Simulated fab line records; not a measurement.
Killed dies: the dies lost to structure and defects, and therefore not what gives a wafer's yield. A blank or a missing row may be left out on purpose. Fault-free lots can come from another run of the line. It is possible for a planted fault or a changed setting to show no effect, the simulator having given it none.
Matching of chambers || flow sky130 || SKY_SPACER_ETCHBACK_02 on rie_diel-03: 4 sister chambers
The step etches Si3N4 in CH3F/O2, stops on SiO2, time 46.7 s, target depth 45 nm. 8 wafers are shown with their chamber, then 8 later ones without.

== WAFERS PAIRED WITH THEIR CHAMBERS ==
{"wafer": "L076.2", "chamber": 0, "drypump_motor_current_A (A)": 5.1, "rf_fwd_power_W (W)": 397.1}
{"wafer": "L081.2", "chamber": 0, "drypump_motor_current_A (A)": 5.1, "rf_fwd_power_W (W)": 396.7}
{"wafer": "L081.3", "chamber": 1, "drypump_motor_current_A (A)": 5.5, "rf_fwd_power_W (W)": 398.0}
{"wafer": "L081.4", "chamber": 2, "drypump_motor_current_A (A)": 5.7, "rf_fwd_power_W (W)": 395.6}
{"wafer": "L087.1", "chamber": 2, "drypump_motor_current_A (A)": 5.7, "rf_fwd_power_W (W)": 396.0}
{"wafer": "L087.2", "chamber": 1, "drypump_motor_current_A (A)": 5.5, "rf_fwd_power_W (W)": 394.0}
{"wafer": "L087.5", "chamber": 3, "drypump_motor_current_A (A)": 5.0, "rf_fwd_power_W (W)": 394.2}
{"wafer": "L089.3", "chamber": 3, "drypump_motor_current_A (A)": 4.9, "rf_fwd_power_W (W)": 394.9}

== WAFERS WITHOUT THEIR CHAMBER ==
{"wafer": "L089.5", "drypump_motor_current_A (A)": 5.6, "rf_fwd_power_W (W)": 397.2}
{"wafer": "L089.6", "drypump_motor_current_A (A)": 5.7, "rf_fwd_power_W (W)": 398.2}
{"wafer": "L093.1", "drypump_motor_current_A (A)": 5.0, "rf_fwd_power_W (W)": 393.4}
{"wafer": "L093.4", "drypump_motor_current_A (A)": 5.0, "rf_fwd_power_W (W)": 391.2}
{"wafer": "L093.6", "drypump_motor_current_A (A)": 5.7, "rf_fwd_power_W (W)": 397.1}
{"wafer": "L094.1", "drypump_motor_current_A (A)": 5.7, "rf_fwd_power_W (W)": 394.9}
{"wafer": "L094.2", "drypump_motor_current_A (A)": 5.1, "rf_fwd_power_W (W)": 396.8}
{"wafer": "L094.6", "drypump_motor_current_A (A)": 5.7, "rf_fwd_power_W (W)": 395.7}

== EACH ONE'S CHAMBER ==
{"wafer": "L089.5", "from the rows above": "can't be placed: 1 or 2", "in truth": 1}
{"wafer": "L089.6", "from the rows above": 2, "in truth": 2}
{"wafer": "L093.1", "from the rows above": 3, "in truth": 3}
{"wafer": "L093.4", "from the rows above": 3, "in truth": 3}
{"wafer": "L093.6", "from the rows above": 2, "in truth": 2}
{"wafer": "L094.1", "from the rows above": 2, "in truth": 2}
{"wafer": "L094.2", "from the rows above": 0, "in truth": 0}
{"wafer": "L094.6", "from the rows above": 2, "in truth": 2}
Placed correctly: 7 of 8. Unplaceable from these rows: 1, with the true chamber sitting among the candidates in 1. Wrongly placed: 0.
How it was worked out, from the rows above alone: a wafer's distance from a chamber is the root of the sum, over the readings, of the square of ((its reading less the chamber's mean) divided by the reading's scatter). If the next closest chamber is less than 2 further off than the closest, the wafer can't be placed; otherwise it belongs to the closest. For every chamber, the mean is computed from those of its wafers that are shown. The scatter: the root of (the sum of the squares of (reading less its chamber's mean) over the shown wafers, divided by (wafers less chambers)).
